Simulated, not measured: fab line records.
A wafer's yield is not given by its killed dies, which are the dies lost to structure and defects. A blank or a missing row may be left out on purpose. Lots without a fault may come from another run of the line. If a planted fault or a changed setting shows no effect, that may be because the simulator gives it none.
Which of the tools did it?	flow sky130	33 wafers from 11 lots sampled at 3 of the route's 708 steps

## WHAT THE GAUGES SHOWED, per wafer
SKY_VIA3_RS_MEAS_22: a four-point-probe measurement.
lot	measured	on	VIA3_W_RS (ohm/sq)
L524	day 40 05:49	film metro-01	0.287 0.296 0.298
L526	day 40 08:08	film metro-04	0.286 0.288 0.296
L529	day 41 03:14	film metro-03	0.300 0.301 0.301
L531	day 41 17:17	film metro-04	0.299 0.295 0.299
L532	day 42 01:56	film metro-01	0.277 0.277 0.271
L534	day 42 14:57	film metro-03	0.277 0.277 0.279
L537	day 43 13:55	film metro-04	0.288 0.286 0.287
L543	day 45 04:46	film metro-04	0.299 0.297 0.300
L545	day 46 03:16	film metro-01	0.300 0.288 0.296
L546	day 46 03:43	film metro-03	0.296 0.290 0.287
L547	day 46 16:07	film metro-01	0.291 0.290 0.298

## EACH LOT AND THE TOOL THAT RAN IT (in order: tool; ch and the chambers of the sampled wafers; start)
lot	SKY_VIA3_SPUTTER_20	SKY_VIA3_CVD_21
L524	pvd sputter-02, day 40 05:38	cvd w-02 ch 0,1, day 40 05:42
L526	pvd sputter-04, day 40 07:56	cvd w-02 ch 0,1, day 40 07:59
L529	pvd sputter-02, day 41 02:59	cvd w-01 ch 0,1, day 41 03:05
L531	pvd sputter-03, day 41 17:06	cvd w-01 ch 0,1, day 41 17:10
L532	pvd sputter-02, day 42 01:44	cvd w-01 ch 0,1, day 42 01:48
L534	pvd sputter-03, day 42 14:45	cvd w-01 ch 0,1, day 42 14:49
L537	pvd sputter-02, day 43 13:43	cvd w-02 ch 1, day 43 13:47
L543	pvd sputter-02, day 45 04:32	cvd w-01 ch 0,1, day 45 04:38
L545	pvd sputter-03, day 46 03:05	cvd w-02 ch 0,1, day 46 03:09
L546	pvd sputter-02, day 46 03:31	cvd w-02 ch 0,1, day 46 03:35
L547	pvd sputter-02, day 46 15:53	cvd w-02 ch 0,1, day 46 15:59
- SKY_VIA3_SPUTTER_20: material TiN, target thk 20 nm, time 80 s.
- SKY_VIA3_CVD_21: deposits W, target thk 390 nm, time 117.31 s.

## THE ANSWER, worked out from the rows above alone
Rule: the lots themselves supply what counts as usual. The widest of any qualifying gaps counts: lots, ordered by their means at a reading, are off when they make up no more than a third of the lots, leave a main group of 4 or more, and stand apart from it by 3 or more times the standard deviation of that group's means. A main group is skipped when, at the precision printed for the reading in the tables above, its means are all equal. Also off: a lot with no number at a reading for which 4 or more lots have one. All remaining lots with rows at the step are treated as sound.
None of the lots is off at any reading shown; this tells nothing.

## WHAT THE SIMULATOR HAD PUT IN
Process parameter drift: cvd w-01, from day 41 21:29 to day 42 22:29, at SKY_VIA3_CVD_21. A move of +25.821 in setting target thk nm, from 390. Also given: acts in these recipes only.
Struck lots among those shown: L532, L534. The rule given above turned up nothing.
